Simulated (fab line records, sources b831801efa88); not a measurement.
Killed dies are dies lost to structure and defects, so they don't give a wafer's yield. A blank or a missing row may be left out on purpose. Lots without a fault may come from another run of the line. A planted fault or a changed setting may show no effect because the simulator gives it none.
fab line records | flow sky130
record lots=13 wafers=39 last_day=50
route steps=708 shown FIELD_ISO@5 LDD_N@244 POLY_CUT@315 PAD_OPEN@708
lots that met no fault: from a run of the same line without faults
start_h: hours from the record's first day to the start of the lot's first wafer shown | wait_h: hours since the lot's step before | " the same as in the row above | L1.1+2: a row that stands for several wafers | - no value, or no start given | * or withheld: withheld | < > ~ a bound
route shown NAME@n: a module of which the file shows steps, and the number in the route of the first | usual: mean/standard deviation of fault-free wafers | same: alike in all rows | chamber/n: place in a boat | sites: the reading at each site | _std_site: their standard deviation | _edge_site: outer sites' mean less inner sites' | radius_mm: how far each site lies from the wafer's centre | mask NAME#n: copy n | behind: the tool/chamber that last shaped the wafer | hold: why the lot was held/for how many hours/how that ended | device: the transistor (n, p or np) that didn't switch | end of line: the same wafers' tests at the end of the route | a step without rows: its recipe alone | killed: dies lost to structure and defects at the first sort, not the wafer's yield | map: a wafer's dies, x killed, . not, _ none there
set.NAME: the setting as run; set.NAME@STEP: as run at that earlier step | model.NAME: the simulator's own value behind a step, which no gauge read
steps of the route over a sample of lots; a table a step, a row a wafer
services: from which hour (start_h, from the record's first day; less than 0 if before it) a tool's chamber was out of use, for how many hours, and why
## steps
# step SKY_FIELD_ISO_THK_MEAS_04
# recipe reads=Si3N4_of_FIELD_ISO_CVD_03
# usual FIELD_ISO_CVD_03_THK=165.3/1.6
# columns lot.wafer tool chamber start_h wait_h FIELD_ISO_CVD_03_THK[nm]
L383.1 film_metro-02 - 15.23 0.0 164.1
L383.5 " - " " 164.9
L383.6 " - " " 164.4
L384.2 film_metro-02 - 20.64 0.0 163.9
L384.3 " - " " 163.7
L384.6 " - " " 162.5
L385.3 film_metro-04 - 24.00 0.0 168.1
L385.4 " - " " 168.6
L385.6 " - " " 166.0
L386.3 film_metro-02 - 28.54 0.0 165.9
L386.4 " - " " 166.4
L386.5 " - " " 167.1
L388.2 film_metro-02 - 39.20 0.0 167.8
L388.3 " - " " 166.9
L388.4 " - " " 166.1
L389.2 film_metro-03 - 44.71 0.0 165.5
L389.3 " - " " 167.6
L389.6 " - " " 166.4
L390.3 film_metro-02 - 49.02 0.0 165.4
L390.4 " - " " 164.9
L390.6 " - " " 164.9
L391.1 film_metro-02 - 55.29 0.0 167.3
L391.3 " - " " 168.2
L391.6 " - " " 167.0
L392.1 film_metro-02 - 58.48 0.0 165.9
L392.2 " - " " 164.2
L392.3 " - " " 165.4
L399.1 film_metro-04 - 93.48 0.0 162.8
L399.2 " - " " 162.3
L399.3 " - " " 162.3
L403.1 film_metro-03 - 113.48 0.0 164.5
L403.4 " - " " 164.2
L403.5 " - " " 163.8
L404.3 film_metro-03 - 123.43 0.0 163.3
L404.4 " - " " 163.8
L404.6 " - " " 163.0
L405.4 film_metro-02 - 126.82 0.0 165.8
L405.5 " - " " 164.5
L405.6 " - " " 165.3
# step SKY_FIELD_ISO_STRIP_16
# recipe chemistry=O2/N2 power_w=1400 pressure_mtorr=1500 platen_temp_c=withheld o2_flow_sccm=3000 n2_flow_sccm=300 overash_fraction=0.5
# usual drypump_motor_current_A=5.9/0.37 o2_flow_sccm=3000/8.6 oes_product_au=0.377/0.0048 strip_time_to_endpoint_s=3.54/0.038
# columns lot.wafer tool chamber start_h wait_h drypump_motor_current_A o2_flow_sccm oes_product_au rf_hours_counter_h strip_time_to_endpoint_s
L383.1 plasma_asher-04 1 29.37 0.0 6.0 3004 0.377 38 3.53
L383.5 " 0 " " 5.7 2999 0.373 - 3.52
L383.6 " 1 " " 6.0 3005 0.376 - 3.55
L384.2 plasma_asher-03 0 35.79 0.0 6.2 3008 0.382 21 3.54
L384.3 " 1 " " 6.2 2993 0.379 - 3.51
L384.6 " 1 " " 6.2 2991 0.384 - 3.59
L385.3 plasma_asher-04 0 38.97 0.1 5.7 2995 0.372 - 3.51
L385.4 " 1 " " 6.0 3010 0.380 - 3.51
L385.6 " 1 " " 6.0 2996 0.382 - 3.58
L386.3 plasma_asher-02 0 44.07 0.1 5.2 3016 0.384 - 3.59
L386.4 " 1 " " 6.1 3000 0.382 - 3.54
L386.5 " 0 " " 5.1 3010 0.375 - 3.55
L388.2 plasma_asher-04 1 55.09 0.0 6.0 3006 0.369 40 3.56
L388.3 " 0 " " 5.7 3007 0.363 - 3.48
L388.4 " 1 " " 6.0 2986 0.379 - 3.57
L389.2 plasma_asher-02 1 60.07 0.0 6.2 2994 0.384 35 3.53
L389.3 " 1 " " 6.2 2997 0.378 - 3.54
L389.6 " 0 " " 5.1 2989 0.373 - 3.53
L390.3 plasma_asher-04 0 65.17 0.1 5.7 2998 0.385 - 3.25
L390.4 " 1 " " 6.0 2995 0.368 - 3.26
L390.6 " 0 " " 5.7 2993 0.371 - 3.33
L391.1 plasma_asher-03 0 71.27 0.0 6.2 3001 0.373 25 3.50
L391.3 " 1 " " 6.2 2999 0.371 - 3.49
L391.6 " 1 " " 6.2 2985 0.373 - 3.53
L392.1 plasma_asher-04 1 75.28 0.0 6.0 2993 0.380 42 3.34
L392.2 " 0 " " 5.8 3005 0.382 42 3.37
L392.3 " 0 " " 5.7 3005 0.379 - 3.31
L399.1 plasma_asher-03 0 111.79 0.0 6.2 2984 0.380 29 3.51
L399.2 " 1 " " 6.2 3000 0.374 29 3.51
L399.3 " 1 " " 6.2 2995 0.375 - 3.55
L403.1 plasma_asher-02 1 132.09 0.0 6.2 3005 0.380 1 3.55
L403.4 " 1 " " 6.2 2990 0.365 - 3.45
L403.5 " 1 " " 6.2 2986 0.368 - 3.48
L404.3 plasma_asher-02 0 142.12 0.1 5.1 2988 0.381 - 3.52
L404.4 " 1 " " 6.2 3002 0.381 - 3.53
L404.6 " 1 " " 6.2 2993 0.380 - 3.52
L405.4 plasma_asher-03 1 146.05 0.1 6.2 3006 0.371 - 3.51
L405.5 " 0 " " 6.2 3014 0.383 - 3.52
L405.6 " 1 " " 6.1 3012 0.372 - 3.52
# step SKY_LDD_N_OVL_MEAS_07
# usual LDD_N_OVL=0.2/1.3
# columns lot.wafer tool chamber start_h wait_h LDD_N_OVL[nm]
L383.1 overlay-02 - 401.61 0.1 -4.1
L383.5 " - " " -3.0
L383.6 " - " " -4.8
L384.2 overlay-02 - 407.06 0.1 1.6
L384.3 " - " " 1.0
L384.6 " - " " -0.3
L385.3 overlay-02 - 420.96 0.1 -0.8
L385.4 " - " " 0.8
L385.6 " - " " 0.7
L386.3 overlay-01 - 426.21 0.1 0.7
L386.4 " - " " 1.0
L386.5 " - " " 0.5
L388.2 overlay-01 - 458.87 0.1 0.1
L388.3 " - " " 0.8
L388.4 " - " " 0.8
L389.2 overlay-02 - 475.11 0.1 0.6
L389.3 " - " " 0.3
L389.6 " - " " 0.2
L390.3 overlay-02 - 475.41 0.1 -0.5
L390.4 " - " " -0.8
L390.6 " - " " 0.4
L391.1 overlay-01 - 475.70 0.1 0.1
L391.3 " - " " 1.0
L391.6 " - " " -1.7
L392.1 overlay-02 - 480.86 0.1 -2.2
L392.2 " - " " 0.3
L392.3 " - " " -1.9
L399.1 overlay-01 - 573.85 0.1 0.0
L399.2 " - " " -0.4
L399.3 " - " " -1.6
L403.1 overlay-01 - 576.05 0.1 -0.1
L403.4 " - " " 0.0
L403.5 " - " " 0.3
L404.3 overlay-02 - 583.32 0.1 -1.7
L404.4 " - " " 0.8
L404.6 " - " " 2.2
L405.4 overlay-02 - 590.02 0.1 -0.1
L405.5 " - " " -0.8
L405.6 " - " " 0.8
# step SKY_POLY_CUT_CD_MEAS_08
# recipe target_cd_nm=270
# usual cd_nm=269.8/1.5
# columns lot.wafer tool chamber start_h wait_h cd_nm
L383.1 cd_sem-02 - 556.75 - 273.0
L383.5 " - " " 272.6
L383.6 " - " " 273.0
L384.2 cd_sem-02 - 562.57 - 266.8
L384.3 " - " " 267.4
L384.6 " - " " 267.9
L385.3 cd_sem-02 - 575.61 - 266.7
L385.4 " - " " 267.5
L385.6 " - " " 268.2
L386.3 cd_sem-02 - 583.29 - 270.0
L386.4 " - " " 270.0
L386.5 " - " " 271.6
L388.2 cd_sem-02 - 611.42 - 269.0
L388.3 " - " " 269.0
L388.4 " - " " 268.9
L389.2 cd_sem-02 - 625.34 - 267.6
L389.3 " - " " 269.3
L389.6 " - " " 268.5
L390.3 cd_sem-02 - 627.11 - 270.0
L390.4 " - " " 269.6
L390.6 " - " " 270.1
L391.1 cd_sem-01 - 628.70 - 270.2
L391.3 " - " " 270.9
L391.6 " - " " 272.6
L392.1 cd_sem-01 - 630.52 - 268.6
L392.2 " - " " 269.9
L392.3 " - " " 269.4
L399.1 cd_sem-01 - 718.82 - 266.1
L399.2 " - " " 266.7
L399.3 " - " " 267.5
L403.1 cd_sem-02 - 722.10 - 270.5
L403.4 " - " " 271.1
L403.5 " - " " 270.8
L404.3 cd_sem-02 - 728.59 - 269.7
L404.4 " - " " 269.3
L404.6 " - " " 269.3
L405.4 cd_sem-01 - 733.87 - 269.4
L405.5 " - " " 271.6
L405.6 " - " " 270.8
# step SKY_PAD_OPEN_PROBE_99
# usual killed_at_M0_to_M3=44/6.4 killed_at_M4_up=3.0/1.8 killed_at_contacts=24/5 killed_at_front_end=16/4.3 killed_at_other=0.4/0.76 killed_dies=88/8.6 killed_on_rim=18/4 killed_open=47/7.2 killed_short=40/5.5
# same gross_dies=492 killed_at_back_side=0
# columns lot.wafer tool chamber start_h wait_h killed_at_M0_to_M3 killed_at_M4_up killed_at_contacts killed_at_front_end killed_at_other killed_dies killed_on_rim killed_open killed_short
L383.1 prober-01 - 1072.32 0.1 50 4 25 21 0 100 21 50 50
L383.5 prober-01 - 1072.52 0.2 40 5 25 17 0 87 14 45 42
L383.6 prober-01 - 1072.57 0.2 51 5 18 22 0 96 20 54 42
L384.2 prober-02 - 1077.97 0.1 49 3 27 19 0 98 13 53 44
L384.3 prober-02 - 1078.02 0.2 49 0 26 12 0 87 21 53 34
L384.6 prober-02 - 1078.17 0.2 42 3 29 16 1 91 12 56 35
L385.3 prober-01 - 1085.65 0.2 39 4 16 12 0 71 14 35 36
L385.4 prober-01 - 1085.70 0.2 51 5 13 17 1 87 19 48 39
L385.6 prober-01 - 1085.80 0.2 51 5 22 18 0 96 19 61 35
L386.3 prober-02 - 1091.58 0.2 52 1 28 14 0 95 20 50 44
L386.4 prober-02 - 1091.63 0.2 46 4 23 18 0 91 16 42 49
L386.5 prober-02 - 1091.68 0.2 37 0 20 14 1 72 14 37 34
L388.2 prober-02 - 1112.21 0.1 44 2 19 13 0 78 15 39 38
L388.3 prober-02 - 1112.26 0.2 42 3 17 19 0 81 17 50 31
L388.4 prober-02 - 1112.31 0.2 53 4 23 12 0 92 16 50 42
L389.2 prober-01 - 1117.65 0.1 52 1 27 20 0 100 15 64 36
L389.3 prober-01 - 1117.70 0.2 44 5 32 12 0 93 12 57 36
L389.6 prober-01 - 1117.85 0.2 44 3 28 17 0 92 17 50 41
L390.3 prober-02 - 1119.53 0.2 38 3 23 23 0 87 26 47 40
L390.4 prober-02 - 1119.58 0.2 59 3 27 11 0 100 22 57 43
L390.6 prober-02 - 1119.68 0.2 46 4 26 12 1 89 16 47 41
L391.1 prober-01 - 1122.88 0.1 34 2 14 24 0 74 15 40 34
L391.3 prober-01 - 1122.98 0.2 45 4 22 20 0 91 17 48 43
L391.6 prober-01 - 1123.13 0.2 44 2 23 19 0 88 19 43 45
L392.1 prober-02 - 1124.90 0.1 38 3 23 18 0 82 21 40 42
L392.2 prober-02 - 1124.95 0.1 51 2 21 10 0 84 17 40 44
L392.3 prober-02 - 1125.00 0.2 56 4 24 14 0 98 23 48 49
L399.1 prober-01 - 1180.06 0.1 44 2 17 16 0 79 15 48 31
L399.2 prober-01 - 1180.11 0.1 31 3 19 9 1 63 9 32 30
L399.3 prober-01 - 1180.16 0.2 42 3 26 20 1 92 15 50 40
L403.1 prober-01 - 1183.46 0.1 45 3 20 13 0 81 18 42 39
L403.4 prober-01 - 1183.61 0.2 39 3 24 14 0 80 17 38 42
L403.5 prober-01 - 1183.66 0.2 55 2 23 16 0 96 18 46 50
L404.3 prober-02 - 1190.47 0.2 37 4 17 15 1 74 22 50 22
L404.4 prober-02 - 1190.52 0.2 43 1 25 19 0 88 16 49 37
L404.6 prober-02 - 1190.62 0.2 41 0 32 17 0 90 20 50 39
L405.4 prober-01 - 1192.02 0.2 34 3 36 17 2 92 15 50 39
L405.5 prober-01 - 1192.07 0.2 43 6 16 11 0 76 16 38 36
L405.6 prober-01 - 1192.12 0.2 53 0 28 18 0 99 20 47 50
# killed by level:class
L383.1 VIA1:geometric_particle:open=17 METAL2:geometric_particle:short=9 POLY_GATE:geometric_particle:short=8 CONTACT:geometric_particle:open=8 POLY_GATE:geometric_particle:open=6 LI_CONTACT:geometric_particle:open=5 CONTACT:geometric_particle:short=5 METAL1:geometric_particle:short=5
L383.5 CONTACT:geometric_particle:open=9 VIA2:geometric_particle:open=9 LI_CONTACT:geometric_particle:open=7 POLY_GATE:geometric_particle:short=6 VIA1:geometric_particle:open=6 VIA1:geometric_particle:short=6 VIA3:geometric_particle:open=6 FIELD_ISO:geometric_particle:short=5
L383.6 VIA1:geometric_particle:open=14 POLY_GATE:geometric_particle:open=7 CONTACT:geometric_particle:open=7 VIA2:geometric_particle:open=7 POLY_GATE:geometric_particle:short=6 LI_CONTACT:geometric_particle:open=6 METAL2:geometric_particle:short=6 FIELD_ISO:geometric_particle:short=5
L384.2 CONTACT:geometric_particle:open=12 VIA1:geometric_particle:open=12 FIELD_ISO:geometric_particle:short=7 VIA2:geometric_particle:short=6 VIA3:geometric_particle:open=6 POLY_GATE:geometric_particle:open=5 METAL1:geometric_particle:open=5 LI_CONTACT:geometric_particle:open=4
L384.3 VIA1:geometric_particle:open=11 CONTACT:geometric_particle:open=9 METAL1:geometric_particle:short=8 VIA3:geometric_particle:open=8 LI_CONTACT:geometric_particle:open=7 VIA2:geometric_particle:open=7 CONTACT:geometric_particle:short=5 FIELD_ISO:geometric_particle:short=4
L384.6 VIA2:geometric_particle:open=12 LI_CONTACT:geometric_particle:open=11 CONTACT:geometric_particle:open=8 VIA1:geometric_particle:open=7 CONTACT:geometric_particle:short=7 VIA3:geometric_particle:open=6 POLY_GATE:geometric_particle:open=5 FIELD_ISO:geometric_particle:open=4
L385.3 VIA1:geometric_particle:open=7 LI_CONTACT:geometric_particle:open=6 VIA3:geometric_particle:open=6 CONTACT:geometric_particle:open=5 VIA1:geometric_particle:short=5 VIA2:geometric_particle:open=5 FIELD_ISO:geometric_particle:short=4 METAL1:geometric_particle:short=4
L385.4 VIA2:geometric_particle:open=13 VIA1:geometric_particle:open=10 VIA3:geometric_particle:open=8 CONTACT:geometric_particle:open=6 METAL1:geometric_particle:short=6 VIA1:geometric_particle:short=4 METAL4:geometric_particle:short=4 FIELD_ISO:geometric_particle:short=3
L385.6 VIA1:geometric_particle:open=17 CONTACT:geometric_particle:open=9 VIA3:geometric_particle:open=8 POLY_GATE:geometric_particle:short=6 VIA2:geometric_particle:open=6 VIA1:geometric_particle:short=6 POLY_GATE:geometric_particle:open=5 LI_CONTACT:geometric_particle:open=5
L386.3 VIA1:geometric_particle:open=10 CONTACT:geometric_particle:open=9 VIA3:geometric_particle:short=8 POLY_GATE:geometric_particle:open=7 VIA3:geometric_particle:open=7 LI_CONTACT:geometric_particle:open=6 METAL3:geometric_particle:short=6 CONTACT:geometric_particle:short=5
L386.4 CONTACT:geometric_particle:open=12 VIA1:geometric_particle:open=7 VIA2:geometric_particle:open=7 POLY_GATE:geometric_particle:short=6 METAL1:geometric_particle:short=6 VIA1:geometric_particle:short=6 VIA3:geometric_particle:short=6 VIA3:geometric_particle:open=5
L386.5 VIA1:geometric_particle:open=9 VIA1:geometric_particle:short=8 CONTACT:geometric_particle:open=7 LI_CONTACT:geometric_particle:open=6 POLY_GATE:geometric_particle:short=5 VIA3:geometric_particle:short=5 POLY_GATE:geometric_particle:open=4 VIA2:geometric_particle:open=4
L388.2 VIA1:geometric_particle:open=8 VIA2:geometric_particle:short=8 VIA2:geometric_particle:open=7 LI_CONTACT:geometric_particle:open=6 CONTACT:geometric_particle:open=5 METAL2:geometric_particle:open=5 METAL2:geometric_particle:short=4 VIA3:geometric_particle:open=4
L388.3 VIA1:geometric_particle:open=18 LI_CONTACT:geometric_particle:open=9 FIELD_ISO:geometric_particle:open=5 FIELD_ISO:geometric_particle:short=5 METAL2:geometric_particle:short=5 VIA3:geometric_particle:open=5 CONTACT:geometric_particle:short=4 CONTACT:geometric_particle:open=4
L388.4 VIA2:geometric_particle:open=12 VIA1:geometric_particle:open=11 METAL3:geometric_particle:short=8 LI_CONTACT:geometric_particle:open=7 CONTACT:geometric_particle:open=6 FIELD_ISO:geometric_particle:short=5 METAL1:geometric_particle:short=5 CONTACT:geometric_particle:short=4
L389.2 VIA1:geometric_particle:open=16 FIELD_ISO:geometric_particle:open=9 VIA3:geometric_particle:open=9 CONTACT:geometric_particle:open=8 VIA2:geometric_particle:open=8 LI_CONTACT:geometric_particle:open=7 FIELD_ISO:geometric_particle:short=6 LOCAL_INTERCONNECT:geometric_particle:short=6
L389.3 CONTACT:geometric_particle:open=15 VIA3:geometric_particle:open=9 VIA1:geometric_particle:open=8 VIA2:geometric_particle:open=6 LOCAL_INTERCONNECT:geometric_particle:short=6 METAL2:geometric_particle:short=6 FIELD_ISO:geometric_particle:short=5 LI_CONTACT:geometric_particle:open=5
L389.6 CONTACT:geometric_particle:open=11 VIA1:geometric_particle:open=10 VIA3:geometric_particle:open=9 LI_CONTACT:geometric_particle:open=8 METAL2:geometric_particle:short=7 FIELD_ISO:geometric_particle:short=5 FIELD_ISO:geometric_particle:open=5 METAL1:geometric_particle:short=5
L390.3 VIA2:geometric_particle:open=8 VIA3:geometric_particle:open=8 POLY_GATE:geometric_particle:short=7 LI_CONTACT:geometric_particle:open=7 CONTACT:geometric_particle:open=7 FIELD_ISO:geometric_particle:short=6 CONTACT:geometric_particle:short=6 METAL1:geometric_particle:short=5
L390.4 VIA1:geometric_particle:open=11 CONTACT:geometric_particle:open=10 VIA3:geometric_particle:open=10 VIA2:geometric_particle:open=7 CONTACT:geometric_particle:short=6 VIA1:geometric_particle:short=6 LI_CONTACT:geometric_particle:open=5 VIA2:geometric_particle:short=5
L390.6 CONTACT:geometric_particle:open=10 METAL1:geometric_particle:short=10 LI_CONTACT:geometric_particle:open=9 VIA2:geometric_particle:open=8 VIA3:geometric_particle:short=6 LI_CONTACT:geometric_particle:short=5 METAL1:geometric_particle:open=4 VIA1:geometric_particle:open=3
L391.1 VIA1:geometric_particle:open=12 FIELD_ISO:geometric_particle:short=7 CONTACT:geometric_particle:open=7 FIELD_ISO:geometric_particle:open=5 METAL1:geometric_particle:short=5 CONTACT:geometric_particle:short=4 VIA3:geometric_particle:open=4 POLY_GATE:geometric_particle:short=3
L391.3 VIA1:geometric_particle:open=11 CONTACT:geometric_particle:open=9 VIA3:geometric_particle:open=7 VIA1:geometric_particle:short=6 VIA2:geometric_particle:open=6 FIELD_ISO:geometric_particle:open=4 FIELD_ISO:geometric_particle:short=4 POLY_GATE:geometric_particle:open=4
L391.6 VIA1:geometric_particle:open=13 LOCAL_INTERCONNECT:geometric_particle:short=7 METAL3:geometric_particle:short=7 VIA2:geometric_particle:open=6 METAL2:geometric_particle:short=6 FIELD_ISO:geometric_particle:short=5 POLY_GATE:geometric_particle:open=5 CONTACT:geometric_particle:short=5
L392.1 CONTACT:geometric_particle:open=8 LOCAL_INTERCONNECT:geometric_particle:short=7 VIA1:geometric_particle:open=7 VIA3:geometric_particle:open=6 FIELD_ISO:geometric_particle:short=5 POLY_GATE:geometric_particle:open=5 POLY_GATE:geometric_particle:short=5 LI_CONTACT:geometric_particle:open=4
L392.2 VIA1:geometric_particle:open=12 VIA3:geometric_particle:open=10 CONTACT:geometric_particle:open=8 VIA1:geometric_particle:short=6 METAL1:geometric_particle:short=5 METAL2:geometric_particle:short=5 VIA2:geometric_particle:short=5 LI_CONTACT:geometric_particle:open=4
L392.3 VIA1:geometric_particle:open=17 CONTACT:geometric_particle:open=8 LOCAL_INTERCONNECT:geometric_particle:short=7 POLY_GATE:geometric_particle:short=5 METAL2:geometric_particle:short=5 LI_CONTACT:geometric_particle:open=5 VIA3:geometric_particle:open=5 VIA1:geometric_particle:short=5
L399.1 VIA1:geometric_particle:open=12 LI_CONTACT:geometric_particle:open=7 VIA2:geometric_particle:open=7 CONTACT:geometric_particle:open=6 FIELD_ISO:geometric_particle:open=5 POLY_GATE:geometric_particle:short=4 VIA3:geometric_particle:open=4 VIA1:geometric_particle:short=4
L399.2 CONTACT:geometric_particle:open=11 VIA1:geometric_particle:open=6 METAL1:geometric_particle:short=5 VIA3:geometric_particle:open=5 FIELD_ISO:geometric_particle:short=4 CONTACT:geometric_particle:short=4 VIA2:geometric_particle:short=4 VIA1:geometric_particle:short=4
L399.3 VIA2:geometric_particle:open=9 LI_CONTACT:geometric_particle:open=9 CONTACT:geometric_particle:open=8 VIA3:geometric_particle:open=7 VIA1:geometric_particle:open=6 POLY_GATE:geometric_particle:short=5 SPACER:geometric_particle:short=5 METAL1:geometric_particle:short=5
L403.1 VIA1:geometric_particle:open=9 VIA2:geometric_particle:open=7 VIA1:geometric_particle:short=7 LI_CONTACT:geometric_particle:open=6 VIA3:geometric_particle:open=6 CONTACT:geometric_particle:open=5 CONTACT:geometric_particle:short=4 VIA2:geometric_particle:short=4
L403.4 VIA1:geometric_particle:open=11 CONTACT:geometric_particle:open=7 VIA1:geometric_particle:short=7 FIELD_ISO:geometric_particle:short=6 LOCAL_INTERCONNECT:geometric_particle:short=6 METAL1:geometric_particle:short=6 VIA3:geometric_particle:open=5 LI_CONTACT:geometric_particle:open=4
L403.5 VIA1:geometric_particle:open=16 VIA1:geometric_particle:short=9 CONTACT:geometric_particle:open=8 METAL2:geometric_particle:short=7 POLY_GATE:geometric_particle:short=6 LOCAL_INTERCONNECT:geometric_particle:short=6 VIA3:geometric_particle:short=6 VIA2:geometric_particle:open=5
L404.3 VIA1:geometric_particle:open=11 VIA2:geometric_particle:open=10 CONTACT:geometric_particle:open=9 FIELD_ISO:geometric_particle:open=6 VIA3:geometric_particle:open=5 POLY_GATE:geometric_particle:open=3 CONTACT:geometric_particle:short=3 VIA2:geometric_particle:short=3
L404.4 VIA1:geometric_particle:open=12 CONTACT:geometric_particle:open=10 FIELD_ISO:geometric_particle:short=8 LI_CONTACT:geometric_particle:open=6 VIA2:geometric_particle:open=6 VIA1:geometric_particle:short=5 VIA3:geometric_particle:open=5 METAL2:geometric_particle:short=5
L404.6 CONTACT:geometric_particle:open=13 LI_CONTACT:geometric_particle:open=10 VIA1:geometric_particle:open=10 VIA2:geometric_particle:open=8 FIELD_ISO:geometric_particle:short=5 POLY_GATE:geometric_particle:short=5 LOCAL_INTERCONNECT:geometric_particle:short=5 METAL2:geometric_particle:short=5
L405.4 LI_CONTACT:geometric_particle:open=13 CONTACT:geometric_particle:open=10 VIA1:geometric_particle:open=8 LI_CONTACT:geometric_particle:short=5 METAL2:geometric_particle:short=5 VIA2:geometric_particle:short=5 FIELD_ISO:geometric_particle:short=4 SPACER:geometric_particle:open=4
L405.5 METAL2:geometric_particle:short=9 VIA1:geometric_particle:open=8 LI_CONTACT:geometric_particle:open=6 VIA2:geometric_particle:open=6 VIA3:geometric_particle:open=5 METAL4:geometric_particle:short=5 METAL1:geometric_particle:short=5 VIA1:geometric_particle:short=4
L405.6 VIA1:geometric_particle:open=10 CONTACT:geometric_particle:open=8 VIA3:geometric_particle:open=7 LI_CONTACT:geometric_particle:open=6 METAL1:geometric_particle:short=6 METAL2:geometric_particle:short=6 FIELD_ISO:geometric_particle:short=5 LI_CONTACT:geometric_particle:short=5
## services
# columns tool chamber start_h hours kind
plasma_asher-03 - 6.13 2.7 repair
plasma_asher-03 - 25.70 0.7 repair
plasma_asher-02 - 30.60 10.9 repair
plasma_asher-03 - 58.66 2.6 repair
plasma_asher-02 - 108.75 9.0 pm
plasma_asher-02 0 108.75 9.0 vent_cycle
plasma_asher-02 1 108.75 9.0 vent_cycle
plasma_asher-04 - 110.75 2.8 pm
plasma_asher-02 0 117.75 - clean
plasma_asher-02 1 117.75 - clean
plasma_asher-04 - 120.80 1.0 repair
plasma_asher-03 - 129.68 1.4 repair
## key
first_sign step=SKY_FIELD_ISO_STRIP_16 reading=strip_time_to_endpoint_s direction=down sigmas=6 usual=* struck=*
effect none on later readings
met_at SKY_FIELD_ISO_STRIP_16
struck_lots L390,L392
tester_left_out L390,L392
not_acting_at SKY_FIELD_ISO_THK_MEAS_04,SKY_LDD_N_OVL_MEAS_07,SKY_POLY_CUT_CD_MEAS_08
onset_between 55.09 65.17
fault kind=process_parameter_drift tool=plasma_asher-04 chamber=- onset_h=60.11 steps=SKY_FIELD_ISO_STRIP_16 channel=power_w offset=* shape=step end_h=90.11 acts_in=* stated=*
# tester_left_out: of these lots the tester's yield and bins aren't shown, on N5 and GAA mostly nor the transistor test; their killed dies are dies lost to structure and defects alone, not to doping, threshold or leakage, so they don't give the yield
